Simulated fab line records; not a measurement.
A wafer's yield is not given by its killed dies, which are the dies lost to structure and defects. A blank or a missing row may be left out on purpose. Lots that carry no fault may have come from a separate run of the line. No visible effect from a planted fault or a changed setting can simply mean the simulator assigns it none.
fab line records ; flow sky130
[record] lots = 14; wafers = 40; lastDay = 50
route steps=708 shown VIA2@518 PAD_OPEN@708
lots that met no fault: taken from a fault-free run of the same line
startH: start of the lot's first displayed wafer, in hours after the record's first day ; waitH: how many hours have passed since the lot's step before this one ; " repeats the value in the row above ; L1.1+2: a single row standing in for several wafers ; - no value, or no start given ; * or withheld: withheld ; < > ~ a bound
route shown NAME@n: NAME is a module with steps in the file, n the number in the route of the first one ; usual: mean and standard deviation over wafers with no fault ; same: alike in all rows ; chamber/n: place in a boat ; sites: each site's reading ; _std_site: their standard deviation ; _edge_site: the outer-site mean with the inner-site mean subtracted ; radiusMm: how far each site lies from the wafer's centre ; mask NAME#n: copy n ; behind: the tool/chamber that last shaped the wafer ; hold: cause of the lot's hold/its duration in hours/its outcome ; device: whichever transistor did not switch (one of n, p or np) ; end of line: the same wafers' tests at the end of the route ; step lacking rows: just its recipe ; killed: at the first sort, the dies lost to defects and structure; wafer yield is something else ; map: per-die view of a wafer (x killed, . not killed, _ where there is no die)
set.NAME: the setting the step ran with; set.NAME@STEP: the setting that earlier step ran with ; model.NAME: the simulator's own value behind a step, which no gauge read
a sample of lots followed through the steps of the route, with each step as a table and each wafer as a row
[[steps]]
[step SKY_VIA2_DEVELOP_11]
[recipe] developTimeS = 60; resist = KrF-thick; devTempC = 21
[usual] resistLineTempC = 23.01/0.11
lot.wafer;tool;chamber;startH;waitH;resistLineTempC
L590.4;lithoTrack-02;0;845;-;23.08
L590.5;lithoTrack-02;0;845;-;22.99
L590.6;lithoTrack-02;0;845;-;22.89
L591.1;lithoTrack-02;0;860;-;22.98
L591.4;lithoTrack-02;0;860;-;22.94
L591.5;lithoTrack-02;0;861;-;22.91
L593.1;lithoTrack-01;0;871;-;23.00
L593.3;lithoTrack-01;0;871;-;23.15
L593.5;lithoTrack-01;0;871;-;22.99
L596.1;lithoTrack-03;0;897;-;22.97
L596.3;lithoTrack-03;0;897;-;23.02
L596.5;lithoTrack-03;0;898;-;23.00
L597.2;lithoTrack-02;0;902;-;22.95
L597.3;lithoTrack-02;0;902;-;22.82
L597.4;lithoTrack-02;0;902;-;22.87
L598.3;lithoTrack-01;0;913;-;23.06
L598.4;lithoTrack-01;0;913;-;23.02
L598.6;lithoTrack-01;0;913;-;23.25
L600.2;lithoTrack-01;0;920;-;23.17
L600.3;lithoTrack-01;0;920;-;22.96
L600.6;lithoTrack-01;0;920;-;23.17
L601.2;lithoTrack-01;0;930;-;23.00
L601.3;lithoTrack-01;0;930;-;22.80
L601.4;lithoTrack-01;0;930;-;23.08
L602.2;lithoTrack-03;0;934;-;23.05
L602.3;lithoTrack-03;0;934;-;23.13
L602.4;lithoTrack-03;0;934;-;23.08
L606.2;lithoTrack-01;0;967;-;22.86
L606.5;lithoTrack-01;0;967;-;22.99
L607.1;lithoTrack-01;0;973;-;23.04
L607.6;lithoTrack-01;0;973;-;23.15
L610.1;lithoTrack-03;0;992;-;22.85
L610.3;lithoTrack-03;0;992;-;22.88
L610.4;lithoTrack-03;0;992;-;22.95
L611.4;lithoTrack-03;0;1000;-;22.97
L611.5;lithoTrack-03;0;1000;-;22.90
L611.6;lithoTrack-03;0;1000;-;22.97
L613.1;lithoTrack-03;0;1008;-;22.99
L613.4;lithoTrack-03;0;1008;-;22.89
L613.6;lithoTrack-03;0;1008;-;22.99
[step SKY_VIA2_CD_MEAS_12]
[recipe] targetCdNm = 200
[usual] cdNm = 200.3/1.4
lot.wafer;tool;chamber;startH;waitH;cdNm
L590.4;cdSem-01;-;845.93;-;199.7
L590.5;cdSem-01;-;845.93;-;199.5
L590.6;cdSem-01;-;845.93;-;200.3
L591.1;cdSem-02;-;861.07;-;201.4
L591.4;cdSem-02;-;861.07;-;200.5
L591.5;cdSem-02;-;861.07;-;200.0
L593.1;cdSem-01;-;871.27;-;199.7
L593.3;cdSem-01;-;871.27;-;200.6
L593.5;cdSem-01;-;871.27;-;200.6
L596.1;cdSem-02;-;898.08;-;201.0
L596.3;cdSem-02;-;898.08;-;200.5
L596.5;cdSem-02;-;898.08;-;200.0
L597.2;cdSem-01;-;902.99;-;201.5
L597.3;cdSem-01;-;902.99;-;199.9
L597.4;cdSem-01;-;902.99;-;200.0
L598.3;cdSem-02;-;913.81;-;199.6
L598.4;cdSem-02;-;913.81;-;201.5
L598.6;cdSem-02;-;913.81;-;200.9
L600.2;cdSem-01;-;920.99;-;201.4
L600.3;cdSem-01;-;920.99;-;201.9
L600.6;cdSem-01;-;920.99;-;200.2
L601.2;cdSem-01;-;930.59;-;200.5
L601.3;cdSem-01;-;930.59;-;201.7
L601.4;cdSem-01;-;930.59;-;203.5
L602.2;cdSem-01;-;934.30;-;201.0
L602.3;cdSem-01;-;934.30;-;201.8
L602.4;cdSem-01;-;934.30;-;200.6
L606.2;cdSem-02;-;967.39;-;194.8
L606.5;cdSem-02;-;967.39;-;201.0
L607.1;cdSem-01;-;973.82;-;193.6
L607.6;cdSem-01;-;973.82;-;198.1
L610.1;cdSem-01;-;992.73;-;200.3
L610.3;cdSem-01;-;992.73;-;201.4
L610.4;cdSem-01;-;992.73;-;201.0
L611.4;cdSem-01;-;1000.94;-;197.7
L611.5;cdSem-01;-;1000.94;-;195.6
L611.6;cdSem-01;-;1000.94;-;197.4
L613.1;cdSem-02;-;1008.93;-;200.9
L613.4;cdSem-02;-;1008.93;-;199.1
L613.6;cdSem-02;-;1008.93;-;201.1
[step SKY_PAD_OPEN_PROBE_99]
[usual] defectLimitedYield = 82.8/2; killed_at_M0_to_M3 = 42/7.3; killed_at_M4_up = 3.2/1.8; killedAtContacts = 25/5.2; killedAtFrontEnd = 15/4.6; killedAtOther = 0.3/0.62; killedDies = 85/9.9; killedOpen = 46/7.1; killedShort = 38/5.7; sort_bin_3_pad_short = 0.9/0.42; sort_bin_5_function = 10.0/1.5; sort_bin_6_memory = 6.3/1.2; sortNPass = 407/9.9; sortYieldPct = 82.8/2
[same] grossDies = 492; killedAtBackSide = 0; sort_bin_4_leakage[%] = 0; sort_bin_8_speed[%] = 0
lot.wafer;tool;chamber;startH;waitH;defectLimitedYield[%];killed_at_M0_to_M3;killed_at_M4_up;killedAtContacts;killedAtFrontEnd;killedAtOther;killedDies;killedOpen;killedShort;sort_bin_3_pad_short[%];sort_bin_5_function[%];sort_bin_6_memory[%];sortNPass;sortYieldPct[%]
L606.2;prober-02;-;1168.77;0.1;81.5;47;4;27;13;0;91;56;35;1.0;12.0;5.5;401;81.5
L607.1;prober-01;-;1173.78;0.1;81.9;37;3;28;21;0;89;51;38;1.2;9.8;7.1;403;81.9
// killed by level:class
L606.2 CONTACT:geometricParticle:open=13 VIA1:geometricParticle:open=10 VIA3:geometricParticle:open=9 METAL1:geometricParticle:short=7 LI_CONTACT:geometricParticle:open=5 VIA2:geometricParticle:open=5 LOCAL_INTERCONNECT:geometricParticle:short=4 CONTACT:geometricParticle:short=4
L607.1 CONTACT:geometricParticle:open=11 LI_CONTACT:geometricParticle:open=7 VIA1:geometricParticle:open=7 POLY_GATE:geometricParticle:open=5 POLY_GATE:geometricParticle:short=5 CONTACT:geometricParticle:short=5 METAL2:geometricParticle:short=5 VIA2:geometricParticle:open=5
[[key]]
[firstSign] step = SKY_VIA2_CD_MEAS_12; reading = cdNm; direction = down; sigmas = 4.3; usual = 200.3; struck = 194.2
effect none on later readings
metAt SKY_VIA2_DEVELOP_11
struckLots L606,L607
struckWafers L606.2,L607.1
onsetBetween 930 967
[fault] kind = processParameterDrift; tool = lithoTrack-01; chamber = -; onsetH = 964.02; steps = SKY_VIA2_DEVELOP_11; channel = developTimeS; offset = *; shape = step; endH = 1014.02; scope = struckWafersOnly; actsIn = *; stated = *
